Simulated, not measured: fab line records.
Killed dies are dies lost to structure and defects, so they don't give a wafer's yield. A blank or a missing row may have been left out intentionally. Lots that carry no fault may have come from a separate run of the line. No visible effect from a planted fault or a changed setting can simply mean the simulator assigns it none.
Which tool did it? + flow sky130 + route of 708 steps, sampled at 1 step: 12 lots, 36 wafers

WHAT EACH GAUGE READ, for each wafer
SKY_METAL2_OVL_MEAS_16.
| lot  | measured     | on         | METAL2_OVL (nm) |
|------|--------------|------------|-----------------|
| L731 | day 35 12:35 | overlay-01 | 7 -2 -2         |
| L732 | day 35 12:58 | overlay-02 | -6 1 1          |
| L734 | day 36 13:52 | overlay-02 | 6 2 -3          |
| L736 | day 37 02:42 | overlay-02 | -2 -2 -5        |
| L737 | day 37 06:19 | overlay-01 | 4 4 7           |
| L740 | day 38 09:52 | overlay-02 | 3 0 0           |
| L742 | day 38 16:30 | overlay-02 | -4 2 -1         |
| L749 | day 40 21:12 | overlay-01 | 8 3 7           |
| L748 | day 40 21:33 | overlay-01 | 2 4 -3          |
| L751 | day 41 11:37 | overlay-01 | 2 4 3           |
| L752 | day 41 18:44 | overlay-02 | 5 5 5           |
| L753 | day 41 23:53 | overlay-02 | 7 4 -4          |

WHAT TOOL EACH LOT RAN ON (gives the tool, then ch and the chambers of the sampled wafers, and finally the start)
Record: no process step prior to these readings.

WHAT THE TOOLS THEMSELVES READ (means of the sampled wafers that have a number; where no wafer has one, the mark that the record gives instead)
The record holds no such reading with a usual standard deviation.

THE ANSWER, worked out from the rows above alone
Rule: the lots themselves supply what counts as usual. The widest of any qualifying gaps counts: lots, ordered by their means at a reading, are off when they make up no more than a third of the lots, leave a main group of 4 or more, and stand apart from it by 3 or more times the standard deviation of that group's means. Not used: any main group whose means are identical at the precision the tables above print for the reading. Also off: a lot with no number at a reading for which 4 or more lots have one. The other lots that the step has rows for count as sound. Order of review: gauges by route order, followed by the tools' own readings, for which a lot's mean as printed above is used. The first step at which some lot is off is used, and at that step the reading that is off furthest; a lot without a number counts as furthest.
No lot is off at any reading shown: from this, nothing can be told.

WHAT THE SIMULATOR HAD INSERTED
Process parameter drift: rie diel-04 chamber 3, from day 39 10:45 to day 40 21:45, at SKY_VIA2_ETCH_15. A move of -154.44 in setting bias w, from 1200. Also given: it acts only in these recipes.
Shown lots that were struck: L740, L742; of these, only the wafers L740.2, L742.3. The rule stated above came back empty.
